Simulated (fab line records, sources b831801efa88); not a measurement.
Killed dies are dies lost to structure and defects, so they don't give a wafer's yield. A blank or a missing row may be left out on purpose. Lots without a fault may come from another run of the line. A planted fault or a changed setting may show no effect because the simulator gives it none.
Chamber matching | flow sky130 | SKY_POLY_CUT_ETCH_10 on rie_diel-03: 4 sister chambers
The step etches BARC in N2/H2, stops on SiO2, time 45.9 s, target depth 60 nm. 4 wafers are shown with their chamber, then 9 later ones without.

WAFERS WITH THEIR CHAMBER
wafer  | chamber | throttle_valve_pct (%)
L075.4 | 0       | 13.232
L081.6 | 3       | 13.233
L086.2 | 1       | 13.220
L086.4 | 2       | 13.223

WAFERS WITHOUT THEIR CHAMBER
wafer  | throttle_valve_pct (%)
L090.2 | 13.216
L090.4 | 13.238
L090.5 | 13.249
L093.1 | 13.212
L093.2 | 13.229
L093.6 | 13.234
L097.1 | 13.236
L097.2 | 13.216
L097.5 | 13.226

WHICH CHAMBER EACH WENT THROUGH
wafer  | from the rows above               | in truth
L090.2 | can't be placed: 1 or 2 or 0 or 3 | 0
L090.4 | can't be placed: 3 or 0 or 2 or 1 | 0
L090.5 | can't be placed: 3 or 0 or 2 or 1 | 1
L093.1 | can't be placed: 1 or 2 or 0 or 3 | 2
L093.2 | can't be placed: 0 or 3 or 2 or 1 | 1
L093.6 | can't be placed: 3 or 0 or 2 or 1 | 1
L097.1 | can't be placed: 3 or 0 or 2 or 1 | 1
L097.2 | can't be placed: 1 or 2 or 0 or 3 | 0
L097.5 | can't be placed: 2 or 0 or 1 or 3 | 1
Placed correctly: 0 of 9. Can't be placed from these rows: 9 (the true chamber is among the candidates in 9). Placed wrongly: 0.
How it was worked out, from the rows above alone: a wafer's distance from a chamber is the root of the sum, over the readings, of the square of ((its reading less the chamber's mean) divided by the reading's scatter). The wafer belongs to the nearest chamber; if the next one is less than 2 further off, it can't be placed. A chamber's mean is the mean of its shown wafers. The scatter: with one shown wafer a chamber, the root of the mean of the squares of how far each hidden wafer lies from its nearest shown one.
